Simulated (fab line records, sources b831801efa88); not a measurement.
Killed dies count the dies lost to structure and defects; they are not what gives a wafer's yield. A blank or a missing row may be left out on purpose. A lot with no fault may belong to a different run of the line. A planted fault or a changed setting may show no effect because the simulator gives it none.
Lot-split experiment + flow sky130 + 23 wafers read across 5 lots, on a route 708 steps long

ABOUT THE SPLIT
At SKY_RES_PROTECT_COAT_02 (resist thk 1140 nm), the setting spin-rpm was moved away from the recipe's 3000 rpm on 5 of the 23 wafers read, by -3.8% to +3.6%. All remaining wafers had this setting at the recipe value.

Reading taken at the split's own step.

THE READING
NOVOLAK_of_RES_PROTECT_COAT_02.thk-nm (the simulator's own value, which no gauge read), in nm, at SKY_RES_PROTECT_COAT_02 (resist thk 1140 nm). No usual value for it is given in the file. Average 1141 nm, standard deviation 2.6 nm, over the 18 wafers here run with the recipe.

| wafer  | tool, chamber at the split | spin-rpm as run, rpm | against the recipe | NOVOLAK_of_RES_PROTECT_COAT_02.thk-nm, nm | against lot-mates on the recipe |
|--------|----------------------------|----------------------|--------------------|-------------------------------------------|---------------------------------|
| L074.1 | litho-track-03, 0          | 2887                 | -3.8%              | 1161                                      | +24                             |
| L074.2 | litho-track-03, 0          | 3000                 | recipe             | 1137                                      | -                               |
| L074.6 | litho-track-03, 0          | 3000                 | recipe             | 1137                                      | -                               |
| L074.3 | litho-track-03, 0          | 2887                 | -3.8%              | 1160                                      | +23                             |
| L074.5 | litho-track-03, 0          | 2887                 | -3.8%              | 1158                                      | +21                             |
| L079.2 | litho-track-01, 0          | 3000                 | recipe             | 1144                                      | -                               |
| L079.4 | litho-track-01, 0          | 3000                 | recipe             | 1143                                      | -                               |
| L079.5 | litho-track-01, 0          | 3000                 | recipe             | 1146                                      | -                               |
| L081.1 | litho-track-02, 0          | 3000                 | recipe             | 1142                                      | -                               |
| L081.3 | litho-track-02, 0          | 3000                 | recipe             | 1142                                      | -                               |
| L081.2 | litho-track-02, 0          | 3000                 | recipe             | 1141                                      | -                               |
| L081.4 | litho-track-02, 0          | 3000                 | recipe             | 1140                                      | -                               |
| L081.6 | litho-track-02, 0          | 3000                 | recipe             | 1143                                      | -                               |
| L082.1 | litho-track-01, 0          | 3000                 | recipe             | 1142                                      | -                               |
| L082.2 | litho-track-01, 0          | 3000                 | recipe             | 1139                                      | -                               |
| L082.3 | litho-track-01, 0          | 3000                 | recipe             | 1141                                      | -                               |
| L082.4 | litho-track-01, 0          | 3000                 | recipe             | 1141                                      | -                               |
| L082.6 | litho-track-01, 0          | 3000                 | recipe             | 1137                                      | -                               |
| L084.1 | litho-track-03, 0          | 3109                 | +3.6%              | 1118                                      | -21                             |
| L084.2 | litho-track-03, 0          | 3000                 | recipe             | 1142                                      | -                               |
| L084.3 | litho-track-03, 0          | 3000                 | recipe             | 1137                                      | -                               |
| L084.4 | litho-track-03, 0          | 3000                 | recipe             | 1139                                      | -                               |
| L084.6 | litho-track-03, 0          | 3109                 | +3.6%              | 1114                                      | -25                             |

THE FIT
A straight line over all 23 wafers: NOVOLAK_of_RES_PROTECT_COAT_02.thk-nm changes by -5.75 nm for each +1% of spin-rpm; r = -0.96; the points scatter about the line by 2.9 nm.
The same after taking each lot's own level away (the mean of its wafers on the recipe; 23 wafers): -6.18 nm for each +1%; r = -0.99; scatter 1.6 nm.
The reading moves by 23 nm for the largest change in spin-rpm, on that fit.
Across the lots, their own levels run from 1137.0 to 1144.3 nm, a range of 2.9 times the standard deviation given above.
So the lot-to-lot level changes the slope little: the two slopes agree.
Check: for one of the wafers moved furthest among these (-3.8%), held out of the fit, the line's prediction against its lot-mates is +22.9 nm. Against them it came out at +24 nm.

ADDITIONAL SPLITS CARRIED BY THESE WAFERS
Before the reading, these wafers also passed through other splits. Each is held against what the fit with the lots' levels taken away leaves over:
| other split on the same wafers             | wafers away from the commonest value | r with NOVOLAK_of_RES_PROTECT_COAT_02.thk-nm (lot level and that fit taken away) |
|--------------------------------------------|--------------------------------------|----------------------------------------------------------------------------------|
| SKY_VT_ADJUST_LVTN_STRIP_20 o2-flow-sccm   | 6                                    | -0.09                                                                            |
| SKY_VT_ADJUST_HVTR_COAT_02 resist-thk-nm   | 9                                    | +0.29                                                                            |
| SKY_VT_ADJUST_HVTR_IMPLANT_09 dose-cm2     | 8                                    | -0.22                                                                            |
| SKY_VT_ADJUST_PCH_STRIP_09 power-w         | 7                                    | -0.19                                                                            |
| SKY_SONOS_TUNNEL_DEVELOP_06 develop-time-s | 9                                    | +0.09                                                                            |
| SKY_SONOS_ONO_CVD_02 time-s                | 15                                   | -0.04                                                                            |
| SKY_GATE_OXIDE_OXIDATION_01 ox-time-s      | 18                                   | +0.05                                                                            |
| SKY_GATE_OXIDE_IMPLANT_11 dose-cm2         | 11                                   | +0.23                                                                            |

THE WHOLE CHAIN: every reading that the file lists as answering this split, in the file's order
| step                     | what it does       | reading                                                                                | change (the file's fit)                                                                    | r (the file's) |
|--------------------------|--------------------|----------------------------------------------------------------------------------------|--------------------------------------------------------------------------------------------|----------------|
| SKY_RES_PROTECT_COAT_02  | resist thk 1140 nm | NOVOLAK_of_RES_PROTECT_COAT_02.thk-nm (the simulator's own value, which no gauge read) | -6.2 nm for each +1% of the setting                                                        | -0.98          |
| SKY_RES_PROTECT_STRIP_07 | strips in O2/N2    | strip-time-to-endpoint-s                                                               | withheld for each +1% of the setting, in a fit together with dose-cm2@POLY_GATE_IMPLANT_02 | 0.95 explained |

FILE'S OWN FIT
NOVOLAK_of_RES_PROTECT_COAT_02.thk-nm changes by -6.2 nm for each +1% of spin-rpm, r = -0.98.
